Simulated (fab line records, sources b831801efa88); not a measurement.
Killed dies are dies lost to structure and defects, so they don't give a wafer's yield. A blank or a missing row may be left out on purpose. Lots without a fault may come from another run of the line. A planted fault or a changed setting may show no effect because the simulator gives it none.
A struck lot beside a sound one | flow sky130 | 16 steps out of a route of 708
Sound: wafers L379.1, L379.2, L379.3. Struck: wafer L390.3. (L390.4, L390.5 of the same lot were not struck and are left out.) The cause comes at the end.
At each step with rows: each side's tool, then ch and its chambers, then its first start. Under that, the readings that differ: sound wafers | struck wafers | difference of the means | sigmas: that difference in standard deviations of wafers without a fault.
alike: readings whose means differ by less than 2 such deviations, and words and numbers that are the same on both sides. not compared: withheld readings, readings that some wafer has no value for, bounds like >300 that may hide the same value, and numbers for which the record gives no deviation and whose values overlap.
The two part at a step that has a row with sigmas, a row that says differs or no value, or rows on one side only. Numbers that don't overlap but have no deviation are shown without sigmas and don't part them. A reading that every wafer of one side lacks parts them only if that side has two wafers or more.

first, 7 steps without rows for these wafers: SKY_METAL4_HMDS_06 (prime time 60 s); SKY_METAL4_COAT_07 (resist thk 60 nm); SKY_METAL4_COAT_08 (resist thk 1140 nm); SKY_METAL4_SOFTBAKE_09 (time 90 s); SKY_METAL4_EXPOSE_10 (exposes mask MM4, target cd 300 nm); SKY_METAL4_PEB_11; SKY_METAL4_DEVELOP_12 (develop time 60 s).
SKY_METAL4_CD_MEAS_13: target cd 300 nm.
  sound on cd_sem-01, day 42 04:31; struck on cd_sem-01, day 45 03:55
  alike: cd_nm
SKY_METAL4_OVL_MEAS_14:
  sound on overlay-02, day 42 04:38; struck on overlay-01, day 45 04:00
  alike: METAL4_OVL
SKY_METAL4_DESCUM_15: chemistry O2, time 8 s.
  sound on rie_metal-03 ch 0,1, day 42 04:40; struck on rie_metal-03 ch 1, day 45 04:02
  alike: drypump_motor_current_A, oes_product_au
  not compared: rf_hours_counter_h
SKY_METAL4_ETCH_16: etches BARC in N2/H2, stops on SiO2, time 88.2 s, target depth 60 nm.
  sound on rie_metal-03 ch 0,1, day 42 04:42; struck on rie_metal-03 ch 1, day 45 04:05
  alike: bias_w, drypump_motor_current_A, n2_flow_sccm, oes_product_au, throttle_valve_pct
  not compared: rf_hours_counter_h
SKY_METAL4_ETCH_17: etches SiO2 in C4F8/O2/Ar, stops on TiN, time 3.9 s, target depth 15 nm.
  sound on rie_diel-04 ch 0,1,2, day 42 04:48; struck on rie_diel-01 ch 1, day 45 04:09
  reading                | sound   | struck | difference | sigmas
  rf_hours_counter_h (h) | 7 10 18 | 21     | +9         |
  alike: bias_w, oes_product_au
SKY_METAL4_METAL_ETCH_18: etches the open film in Cl2/BCl3, stops on SiO2, target depth 845 nm, time 183.1 s.
  sound on rie_metal-04 ch 0,1, day 42 04:49; struck on rie_metal-04 ch 1, day 45 04:14
  reading                                       | sound             | struck | difference | sigmas
  oes_product_au (a.u.)                         | 0.869 0.869 0.873 | 0.716  | -0.154     | -27
  model.etch.depth_nm (nm)                      | 877.8 871.8 873.4 | 600.4  | -273.9     |
  model.METAL4.feature_depth_nm (nm)            | 877.8 871.8 873.4 | 600.4  | -273.9     |
  model.KrF-thick_of_METAL4_COAT_08.thk_nm (nm) | 523.2 528.7 521.6 | 772.9  | +248.4     |
  alike: bias_w, drypump_motor_current_A, throttle_valve_pct
  not compared: rf_hours_counter_h
SKY_METAL4_STRIP_19: strips in O2/N2.
  sound on plasma_asher-03 ch 0,1, day 42 05:00; struck on plasma_asher-01 ch 1, day 45 04:23
  reading                      | sound             | struck | difference | sigmas
  n2_flow_sccm (sccm)          | 300.1 298.3 299.0 | 300.7  | +1.6       | +2
  oes_product_au (a.u.)        | 0.501 0.497 0.499 | 0.599  | +0.100     | +16
  strip_time_to_endpoint_s (s) | 6.50 6.54 6.48    | 8.95   | +2.44      | +29
  alike: drypump_motor_current_A
  not compared: rf_hours_counter_h
then, 1 step without rows for these wafers: SKY_METAL4_STRIP_20 (strips in post etch residue remover, time 1200 s).
-- the record jumps here: 4 days lie between the struck wafers' starts before and after (it left off in module METAL4 and takes up again in module PAD_OPEN, whose first step shown is number 708 of the route) --
SKY_PAD_OPEN_PROBE_99:
  sound on prober-02, day 46 03:38; struck on prober-01, day 48 18:50
  reading                  | sound          | struck                   | difference                   | sigmas
  hold                     | - - -          | await_dispo/1.6h/release | no value on the sound wafers |
  defect_limited_yield (%) | 81.1 82.5 80.7 | 0                        | -81                          | -48
  killed_at_M0_to_M3       | 52 53 46       | 29                       | -21                          | -3
  killed_at_M4_up          | 5 3 2          | 418                      | +415                         | +99 or more
  killed_dies              | 93 86 95       | 492                      | +401                         | +47
  killed_on_rim            | 26 14 20       | 96                       | +76                          | +19
  sort_bin_5_function (%)  | 10.4 10.0 10.2 | 92.7                     | +82.5                        | +59
  sort_n_pass              | 399 406 397    | 0                        | -401                         | -47
  sort_yield_pct (%)       | 81.1 82.5 80.7 | 0                        | -81                          | -48
  alike: killed_at_contacts, killed_at_front_end, killed_at_other, killed_open, killed_short, sort_bin_3_pad_short, sort_bin_6_memory

WHERE THEY PART
First at SKY_METAL4_METAL_ETCH_18; last, within this record, at SKY_PAD_OPEN_PROBE_99.

WHY: what the simulator had put in
Process parameter drift: rie_metal-04, from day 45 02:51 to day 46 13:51, at SKY_METAL4_METAL_ETCH_18. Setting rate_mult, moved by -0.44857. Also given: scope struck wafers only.
